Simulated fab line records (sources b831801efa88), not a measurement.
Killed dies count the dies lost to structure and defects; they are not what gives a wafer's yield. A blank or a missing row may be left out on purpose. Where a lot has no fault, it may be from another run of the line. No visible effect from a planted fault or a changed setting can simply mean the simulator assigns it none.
Which tool was responsible? / flow gf180mcu / 6 lots (18 wafers sampled), 1 step of a 602-step route

## WHAT THE GAUGES READ, wafer by wafer
GF_M1_OVL_MEAS_15.
lot=L762; measured=day 18 23:39; on=overlay-02; M1_OVL (nm)=-2 4 -4
lot=L767; measured=day 20 18:25; on=overlay-02; M1_OVL (nm)=-2 5 2
lot=L770; measured=day 21 23:27; on=overlay-02; M1_OVL (nm)=3 4 7
lot=L773; measured=day 23 03:42; on=overlay-02; M1_OVL (nm)=-2 -6 -5
lot=L776; measured=day 24 03:51; on=overlay-02; M1_OVL (nm)=1 -1 1
lot=L780; measured=day 25 09:58; on=overlay-01; M1_OVL (nm)=-6 -2 -6

## EACH LOT AND THE TOOL THAT RAN IT (in order: tool; ch and the chambers of the sampled wafers; start)
Record: no process step prior to these readings.

## THE ANSWER, worked out from the rows above alone
Rule: what is usual is taken from the lots themselves. Put in order of their means at a reading, lots are off if they are a third of the lots or fewer, leave a main group of 4 or more, and stand apart from it by a gap of 3 or more times the standard deviation of the main group's means; of several such gaps the widest counts. The tables above print the reading to a certain number of digits; a main group whose means all agree to those digits is not used. Also off: a lot with no number at a reading for which 4 or more lots have one. Any other lot the step has rows for is counted as sound.
None of the lots is off at any reading shown; this tells nothing.

## WHAT THE SIMULATOR HAD INSERTED
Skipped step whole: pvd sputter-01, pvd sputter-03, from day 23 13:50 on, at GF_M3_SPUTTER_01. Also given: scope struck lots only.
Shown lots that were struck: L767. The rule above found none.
